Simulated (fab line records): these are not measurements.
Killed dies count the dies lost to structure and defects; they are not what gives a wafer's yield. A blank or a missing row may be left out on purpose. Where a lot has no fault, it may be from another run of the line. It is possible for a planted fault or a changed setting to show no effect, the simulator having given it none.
Which tool was responsible? | flow sfq-line | 14 lots with 42 wafers sampled at 2 steps, on a route of 325 steps

## WHAT EACH GAUGE READ, for each wafer
The record holds no reading of a measuring or inspecting step that can be judged against a usual standard deviation.

## WHICH TOOL RAN EACH LOT (tool, then ch and the chambers of the sampled wafers, then the start)
lot  | SFQ_TRILAYER_A5B_CMP_CMP_130  | SFQ_TRILAYER_A5B_METRO_MEASURE_131
L996 | cmp-01 ch 0,1,3, day 55 01:23 | film-metro-01, day 55 04:05
L997 | cmp-01 ch 1,3, day 56 21:13   | film-metro-01, day 57 00:07
L998 | cmp-02 ch 0,1,2, day 56 23:07 | film-metro-04, day 57 02:07
L999 | cmp-01 ch 0,1,2, day 57 01:19 | film-metro-01, day 57 03:19
L102 | cmp-01 ch 1,2,3, day 57 14:38 | film-metro-03, day 57 16:38
L103 | cmp-01 ch 0,1,3, day 57 17:08 | film-metro-03, day 57 19:38
L104 | cmp-02 ch 0,2,3, day 57 19:20 | film-metro-01, day 57 21:32
L107 | cmp-01 ch 1,2,3, day 58 05:38 | film-metro-03, day 58 08:02
L108 | cmp-01 ch 1,2, day 58 07:38   | film-metro-04, day 58 10:38
L109 | cmp-02 ch 1,2,3, day 58 09:20 | film-metro-01, day 58 12:32
L115 | cmp-02 ch 1,2,3, day 60 04:22 | film-metro-04, day 60 06:22
L116 | cmp-02 ch 0,2,3, day 60 06:22 | film-metro-04, day 60 09:22
L117 | cmp-01 ch 0,2, day 60 12:29   | film-metro-04, day 60 15:29
L119 | cmp-01 ch 0,3, day 61 00:17   | film-metro-03, day 61 03:29
- SFQ_TRILAYER_A5B_CMP_CMP_130: polishes, stops on Nb, target thk 340.7 nm.
- SFQ_TRILAYER_A5B_METRO_MEASURE_131

## AS READ BY THE TOOLS THEMSELVES (means over the sampled wafers that have a number; for cases with no such wafer, the mark the record gives instead)
SFQ_TRILAYER_A5B_CMP_CMP_130.
lot  | tool   | edge-zone-pressure-frac | head-pressure-psi (psi) | motor-current-A (A)
L996 | cmp-01 | 1.000                   | 2.994                   | 9.6
L997 | cmp-01 | 0.999                   | 2.991                   | 10.2
L998 | cmp-02 | 1.004                   | 2.995                   | 10.5
L999 | cmp-01 | 0.999                   | 2.999                   | 9.7
L102 | cmp-01 | 1.000                   | 2.998                   | 9.8
L103 | cmp-01 | 1.001                   | 3.004                   | 9.6
L104 | cmp-02 | 1.003                   | 2.994                   | 10.7
L107 | cmp-01 | 0.999                   | 3.000                   | 10.1
L108 | cmp-01 | -                       | -                       | -
L109 | cmp-02 | -                       | -                       | -
L115 | cmp-02 | 1.004                   | 3.008                   | 11.8
L116 | cmp-02 | 1.004                   | 3.001                   | 11.0
L117 | cmp-01 | 0.999                   | 3.012                   | 9.6
L119 | cmp-01 | 0.998                   | 3.001                   | 9.9

SFQ_TRILAYER_A5B_METRO_MEASURE_131.
lot  | tool          | thk-nm (nm)
L996 | film-metro-01 | 343
L997 | film-metro-01 | 340
L998 | film-metro-04 | 342
L999 | film-metro-01 | 341
L102 | film-metro-03 | 340
L103 | film-metro-03 | 347
L104 | film-metro-01 | 340
L107 | film-metro-03 | 329
L108 | film-metro-04 | 594
L109 | film-metro-01 | 604
L115 | film-metro-04 | 339
L116 | film-metro-04 | 348
L117 | film-metro-04 | 344
L119 | film-metro-03 | 346

## THE ANSWER, worked out from the rows above alone
Rule: usual is defined by the lots themselves. Put in order of their means at a reading, lots are off if they are a third of the lots or fewer, leave a main group of 4 or more, and stand apart from it by a gap of 3 or more times the standard deviation of the main group's means; of several such gaps the widest counts. If all means in a main group match to the digits the tables above print for the reading, that group is not used. A lot without any number at a reading at which 4 lots or more have one is off too. The other lots that the step has rows for count as sound. The gauges are gone through in route order, then the tools' own readings, and for those a lot's mean is taken as printed above. The first step at which some lot is off is used, and at that step the reading that is off furthest; a lot without a number counts as furthest.
Off at SFQ_TRILAYER_A5B_CMP_CMP_130 (edge-zone-pressure-frac): L108, L109. Without a number there: L108, L109. For the main group the mean is 1.001 and the standard deviation 0.0022.
If a tool, at that step or one of the process steps before it, ran each lot that is off and ran no sound lot following the first of them, it fits. Of those tried, none fits.

## WHAT HAD BEEN PUT IN BY THE SIMULATOR
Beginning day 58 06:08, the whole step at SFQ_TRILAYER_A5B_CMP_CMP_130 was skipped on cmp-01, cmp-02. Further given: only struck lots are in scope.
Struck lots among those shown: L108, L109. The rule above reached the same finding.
